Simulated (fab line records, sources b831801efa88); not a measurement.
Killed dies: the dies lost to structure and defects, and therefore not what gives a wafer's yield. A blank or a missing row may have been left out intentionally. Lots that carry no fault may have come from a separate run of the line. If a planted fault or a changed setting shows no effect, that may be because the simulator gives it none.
Chamber matching / flow sky130 / 4 sister chambers for SKY_VIA3_CMP_24 on cmp-02
The step polishes, stops on SiO2, t overpolish 20 s, target thk 0 nm. 7 wafers are shown with their chamber, then 7 later ones without.

== EACH WAFER AND ITS CHAMBER ==
wafer=L443.1; chamber=1; motor-current-A (A)=11.5; time-to-endpoint-s (s)=89
wafer=L444.5; chamber=2; motor-current-A (A)=9.1; time-to-endpoint-s (s)=99
wafer=L447.6; chamber=2; motor-current-A (A)=8.8; time-to-endpoint-s (s)=104
wafer=L448.4; chamber=0; motor-current-A (A)=11.8; time-to-endpoint-s (s)=90
wafer=L449.5; chamber=0; motor-current-A (A)=12.1; time-to-endpoint-s (s)=89
wafer=L449.6; chamber=3; motor-current-A (A)=10.5; time-to-endpoint-s (s)=90
wafer=L454.1; chamber=3; motor-current-A (A)=10.5; time-to-endpoint-s (s)=92

== WAFERS WHOSE CHAMBER IS MISSING ==
wafer=L454.5; motor-current-A (A)=11.5; time-to-endpoint-s (s)=92
wafer=L463.2; motor-current-A (A)=12.3; time-to-endpoint-s (s)=89
wafer=L463.5; motor-current-A (A)=10.2; time-to-endpoint-s (s)=91
wafer=L463.6; motor-current-A (A)=8.8; time-to-endpoint-s (s)=100
wafer=L464.2; motor-current-A (A)=10.3; time-to-endpoint-s (s)=91
wafer=L464.3; motor-current-A (A)=11.6; time-to-endpoint-s (s)=92
wafer=L464.4; motor-current-A (A)=11.7; time-to-endpoint-s (s)=94

== THE CHAMBER EACH PASSED THROUGH ==
wafer=L454.5; from the rows above=can't be placed: 1 or 0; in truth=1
wafer=L463.2; from the rows above=0; in truth=0
wafer=L463.5; from the rows above=3; in truth=3
wafer=L463.6; from the rows above=2; in truth=2
wafer=L464.2; from the rows above=3; in truth=3
wafer=L464.3; from the rows above=can't be placed: 1 or 0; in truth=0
wafer=L464.4; from the rows above=can't be placed: 0 or 1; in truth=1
Correct placement for 4 of the 7. Not placeable from these rows: 3 (in 3, the candidates include the true chamber). Wrongly placed: 0.
How it was worked out, from the rows above alone: a wafer's distance from a chamber is the root of the sum, over the readings, of the square of ((its reading less the chamber's mean) divided by the reading's scatter). The wafer belongs to the nearest chamber; if the next one is less than 2 further off, it can't be placed. For every chamber, the mean is computed from those of its wafers that are shown. The scatter: take each reading less its chamber's mean, square it, sum over the shown wafers, divide by the number of wafers less the number of chambers, and take the root.
